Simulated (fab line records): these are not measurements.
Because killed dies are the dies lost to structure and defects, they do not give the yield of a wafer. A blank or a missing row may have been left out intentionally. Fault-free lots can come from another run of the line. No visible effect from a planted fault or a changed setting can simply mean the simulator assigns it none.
Which tool did it? || flow gf180mcu || 12 lots (36 wafers sampled), 1 step of a 602-step route

WHAT THE GAUGES SHOWED, per wafer
GF_SAB_OVL_MEAS_10.
{"lot": "L075", "measured": "day 15 07:43", "on": "overlay-01", "SAB_OVL (nm)": "1.3 -0.1 -1.7"}
{"lot": "L077", "measured": "day 16 02:50", "on": "overlay-01", "SAB_OVL (nm)": "0.3 0.5 2.2"}
{"lot": "L079", "measured": "day 16 21:13", "on": "overlay-01", "SAB_OVL (nm)": "-0.2 1.7 -0.2"}
{"lot": "L081", "measured": "day 17 18:02", "on": "overlay-02", "SAB_OVL (nm)": "-1.3 -2.6 1.1"}
{"lot": "L083", "measured": "day 18 14:14", "on": "overlay-02", "SAB_OVL (nm)": "-0.5 0.8 -0.6"}
{"lot": "L085", "measured": "day 19 11:09", "on": "overlay-01", "SAB_OVL (nm)": "1.2 1.2 0.5"}
{"lot": "L087", "measured": "day 20 02:40", "on": "overlay-02", "SAB_OVL (nm)": "-1.2 -1.3 -1.3"}
{"lot": "L089", "measured": "day 20 17:33", "on": "overlay-02", "SAB_OVL (nm)": "0.0 -1.1 0.0"}
{"lot": "L091", "measured": "day 21 09:13", "on": "overlay-01", "SAB_OVL (nm)": "0.3 -1.6 1.0"}
{"lot": "L093", "measured": "day 22 02:53", "on": "overlay-01", "SAB_OVL (nm)": "0.6 2.1 2.4"}
{"lot": "L095", "measured": "day 22 17:39", "on": "overlay-02", "SAB_OVL (nm)": "-0.6 -1.0 0.2"}
{"lot": "L097", "measured": "day 23 12:03", "on": "overlay-01", "SAB_OVL (nm)": "-0.1 1.0 1.9"}

EACH LOT AND THE TOOL THAT RAN IT (in order: tool; ch and the chambers of the sampled wafers; start)
Before these readings, the record contains no process step.

THE ANSWER, worked out from the rows above alone
Rule: what is usual is taken from the lots themselves. The widest of any qualifying gaps counts: lots, ordered by their means at a reading, are off when they make up no more than a third of the lots, leave a main group of 4 or more, and stand apart from it by 3 or more times the standard deviation of that group's means. If all means in a main group match to the digits the tables above print for the reading, that group is not used. A lot without any number at a reading at which 4 lots or more have one is off too. The other lots that the step has rows for count as sound.
No lot is off on any of the readings shown, so nothing can be concluded from this.

WHAT THE SIMULATOR HAD PUT IN
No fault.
